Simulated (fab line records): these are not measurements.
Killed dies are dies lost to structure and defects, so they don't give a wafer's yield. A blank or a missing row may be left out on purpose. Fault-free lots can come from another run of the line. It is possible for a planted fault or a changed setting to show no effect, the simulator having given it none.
The same fault as seen by 2 desks ; flow gf180mcu ; what lay behind the numbers comes last; until then each desk has only its own

THE TOOL OWNER'S DESK: implanter-02
GF_MVSD_IMPLANT_09, tool's own readings: per-lot mean of the sampled wafers with a number, covering each lot this tool ran. If a lot's mean is further than 4 standard deviations from the usual mean, the lot is out of limits and carries the mark OUT (the distance appears in the brackets).
Columns: A = dose_ions_cm2 at GF_MVSD_IMPLANT_09, usual 5.001e+12; B = faraday_current_uA at GF_MVSD_IMPLANT_09, usual 28.2
lot;first seen here;A;B
L767;day 5 04:47;4.999e+12;28.0
L769;day 5 16:20;4.992e+12;28.2
L771;day 6 01:44;5.006e+12;28.4
L777;day 7 14:02;3.080e+12 (-99 or more) OUT;17.8 (-18) OUT
L782;day 8 17:50;3.081e+12 (-99 or more) OUT;17.2 (-19) OUT
This desk's finding: out of limits on L777, L782; first on L777, day 7 14:02 (dose_ions_cm2 at GF_MVSD_IMPLANT_09). In limits: L767, L769, L771.

AT THE METROLOGY DESK
Means of the sampled wafers that have a number, per lot and without regard to the tool the lot ran on: this is what the gauges read. If a lot's mean is further than 4 standard deviations from the usual mean, the lot is out of limits and carries the mark OUT (the distance appears in the brackets).
Columns: A = STI_OXIDATION_01_THK at GF_STI_THK_MEAS_22, usual 15.1 nm; B = MVSD_RS at GF_VT_IMPLANT_RS_MEAS_46, usual 456.4 ohm/sq; C = V2_CVD_00_THK at GF_V2_THK_MEAS_01, usual 602 nm
lot;first seen here;A;B;C
L764;day 2 04:20;15.7;455.4;597
L766;day 2 14:01;15.0;456.0;606
L767;day 2 18:53;15.2;456.8;595
L768;day 3 00:11;14.8;456.4;606
L769;day 3 05:35;15.0;456.6;603
L771;day 3 14:38;14.9;457.0;605
L772;day 3 22:37;15.6;456.1;606
L776;day 4 17:41;14.9;456.8;590
L777;day 4 22:33;15.2;490.2 (+28) OUT;593
L780;day 5 14:26;15.2;456.5;598
L782;day 5 23:41;15.4;488.0 (+26) OUT;607
L784;day 6 09:57;15.6;457.3;597
L785;day 6 14:55;15.0;456.2;602
L786;day 6 21:49;14.4;458.0;597
This desk's result: L777, L782 out of limits, first on L777 (MVSD_RS at GF_VT_IMPLANT_RS_MEAS_46), day 11 04:03. In limits: L764, L766, L767, L768, L769, L771, L772, L776, L780, L784, L785, L786.

ALL TOGETHER
On L777, L782, at day 7 14:02, an alarm was possible from the tool owner's desk.
An alarm was possible from the metrology desk at day 11 04:03, on L777, L782.
All the named lots went through GF_MVSD_IMPLANT_09 on implanter-02.

WHAT WAS PUT IN BY THE SIMULATOR
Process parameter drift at GF_MVSD_IMPLANT_09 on implanter-02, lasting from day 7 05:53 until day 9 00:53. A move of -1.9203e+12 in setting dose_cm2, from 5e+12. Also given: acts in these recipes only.
Shown lots that were struck: L777, L782.
Fault start to first reading out of limits, in hours, per desk: tool owner, 8; metrology, 94.
